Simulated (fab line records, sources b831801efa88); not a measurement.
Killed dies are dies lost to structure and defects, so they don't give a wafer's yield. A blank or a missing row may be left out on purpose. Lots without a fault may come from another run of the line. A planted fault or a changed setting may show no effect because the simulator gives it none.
Problem report in the 8D (eight disciplines) form, filled by code | flow sky130 | the parts of the form that need people (team, actions taken, sign-off) are left out

1. THE PROBLEM
oes_product_au at SKY_VIA3_ETCH_14 reads a mean of 0.909 a.u. on 2 wafers of 2 lots; wafers without a fault read 0.854 a.u. with a standard deviation of 0.0046. That is +12 standard deviations from the usual mean.
The step: etches BARC in N2/H2, stops on SiO2, time 45.9 s, target depth 60 nm.
First seen on wafer L355.5, day 42 04:23, on rie_diel-01. The record holds 16 wafers of 6 lots with a number at this step. Rule for "out", or "out of limits": more than 4 standard deviations from the usual mean. The other wafers with a number count as sound.

2. WHAT IT IS AND WHAT IT IS NOT
question                    | is                           | is not
which readings at this step | oes_product_au, run_length_s | chamber_pressure_mTorr, drypump_motor_current_A, throttle_valve_pct
which lots                  | L355, L356                   | L348, L360, L362, L368
which wafers of those lots  | L355.5, L356.1               | L355.3, L356.4
read on which tools         | rie_diel-01                  | rie_diel-04
when                        | from day 42 04:23            | up to then (4 sound wafers); but 10 sound wafers of L356, L360, L362, L368 came after

3. SUSPECTS, AND WHAT RULES EACH OUT
Counting: a tool at a process step up to the reading stays a suspect if it ran every lot that is out. Sound lots after the first of them don't rule it out here, since some wafers of a struck lot are sound.
- cmp-01 at SKY_VIA3_CMP_02 (polishes SiO2): kept. It ran every lot that is out, first L355 (day 41 03:46); its last sound lot up to then is L348 (day 38 23:51).
- rie_diel-01 at SKY_VIA3_ETCH_14 (etches BARC in N2/H2, stops on SiO2, time 45.9 s, target depth 60 nm): kept. It ran every lot that is out, first L355 (day 42 04:23); its last sound lot up to then is L348 (day 40 00:39). Its own readings are out on those wafers: oes_product_au, run_length_s.
- Within cmp-01 at SKY_VIA3_CMP_02: the wafers that are out ran in chambers 0, 1; their sound lot-mates ran in chamber 2.
- Within rie_diel-01 at SKY_VIA3_ETCH_14: the wafers that are out ran in chambers 2, 3; their sound lot-mates ran in chamber 1.
Left after counting: cmp-01 at SKY_VIA3_CMP_02, rie_diel-01 at SKY_VIA3_ETCH_14.

4. THE CAUSE (what the simulator had put in)
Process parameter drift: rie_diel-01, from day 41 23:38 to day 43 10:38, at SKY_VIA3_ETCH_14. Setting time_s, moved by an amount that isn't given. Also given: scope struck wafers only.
Counting left 2 suspects, and this tool is among them.

5. THE CHAIN OF EFFECTS, in route order
Each row: a reading whose mean over the struck wafers that have a number lies more than 3 standard deviations from the usual. Only readings for which the record gives a usual standard deviation are gone through. hours: the time from each lot's start at the first step in this table that gives one to its start at this step, as a median over the lots. sigmas: the change in usual standard deviations.
hours | step             | reading        | usual      | on struck wafers | change | sigmas
0     | SKY_VIA3_ETCH_14 | oes_product_au | 0.854 a.u. | 0.909            | +0.055 | +12
0     | SKY_VIA3_ETCH_14 | run_length_s   | 74.0 s     | 70.3             | -3.7   | -7.0
The process steps in it:
- SKY_VIA3_ETCH_14: etches BARC in N2/H2, stops on SiO2, time 45.9 s, target depth 60 nm.
Readings that are blank on the struck wafers while sound wafers have them: bias_w at SKY_VIA3_ETCH_14.

6. WHAT WOULD HAVE CAUGHT IT SOONER
In this record the first reading out of limits was taken at day 42 04:23, 5 hours after the fault began at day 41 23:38.
